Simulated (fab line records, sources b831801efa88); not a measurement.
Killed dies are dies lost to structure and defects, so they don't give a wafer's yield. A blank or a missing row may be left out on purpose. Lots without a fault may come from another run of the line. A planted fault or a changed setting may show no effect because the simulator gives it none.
Chamber matching | flow sky130 | SKY_VIA4_CMP_21 on cmp-02: 4 sister chambers
The step polishes, stops on SiO2, t overpolish 25 s, target thk 0 nm. 14 wafers are shown with their chamber, then 7 later ones without.

WAFERS WITH THEIR CHAMBER
wafer  | chamber | time_to_endpoint_s (s) | motor_current_A (A) | overpolish_run_s (s)
L658.1 | 0       | 118                    | 10.6                | 25.002
L658.2 | 3       | 128                    | 11.7                | 25.002
L658.4 | 2       | 131                    | 10.2                | 24.997
L663.1 | 2       | 127                    | 10.6                | 24.999
L663.3 | 1       | 115                    | 9.9                 | 24.997
L663.6 | 2       | 133                    | 10.7                | 25.002
L665.2 | 0       | 119                    | 10.5                | 25.000
L665.3 | 1       | 118                    | 9.2                 | 25.002
L665.5 | 3       | 131                    | 11.7                | 25.011
L668.1 | 0       | 116                    | 9.9                 | 25.002
L668.3 | 2       | 129                    | 10.5                | 24.988
L668.4 | 1       | 119                    | 9.6                 | 24.995
L677.2 | 0       | 119                    | 10.4                | 25.001
L677.4 | 3       | 129                    | 12.0                | 25.005

SIGNATURES (means of the wafers above)
reading            | chamber 0 | chamber 1 | chamber 2 | chamber 3 | scatter within a chamber
time_to_endpoint_s | 118.00    | 117.33    | 130.00    | 129.33    | 1.98
motor_current_A    | 10.350    | 9.567     | 10.500    | 11.800    | 0.271
overpolish_run_s   | 25.00125  | 24.99800  | 24.99650  | 25.00600  | 0.00424
Rule: a wafer's distance from a chamber is the root of the sum, over the readings, of the square of ((its reading less the chamber's mean) divided by the reading's scatter). The wafer belongs to the nearest chamber; if the next one is less than 2 further off, it can't be placed. The scatter: the root of (the sum of the squares of (reading less its chamber's mean) over the shown wafers, divided by (wafers less chambers)).

WAFERS WITHOUT THEIR CHAMBER
wafer  | time_to_endpoint_s (s) | motor_current_A (A) | overpolish_run_s (s)
L677.6 | 133                    | 10.7                | 24.989
L680.2 | 130                    | 11.0                | 24.995
L680.4 | 128                    | 11.5                | 24.995
L680.5 | 117                    | 10.2                | 25.007
L681.1 | 132                    | 11.5                | 24.998
L681.3 | 118                    | 9.1                 | 24.988
L681.6 | 127                    | 11.6                | 24.987

WHICH CHAMBER EACH WENT THROUGH
wafer  | from the rows above     | in truth
L677.6 | 2                       | 2
L680.2 | 2                       | 2
L680.4 | can't be placed: 3 or 2 | 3
L680.5 | can't be placed: 0 or 1 | 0
L681.1 | can't be placed: 3 or 2 | 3
L681.3 | 1                       | 1
L681.6 | can't be placed: 3 or 2 | 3
Placed correctly: 3 of 7. Can't be placed from these rows: 4 (the true chamber is among the candidates in 4). Placed wrongly: 0.
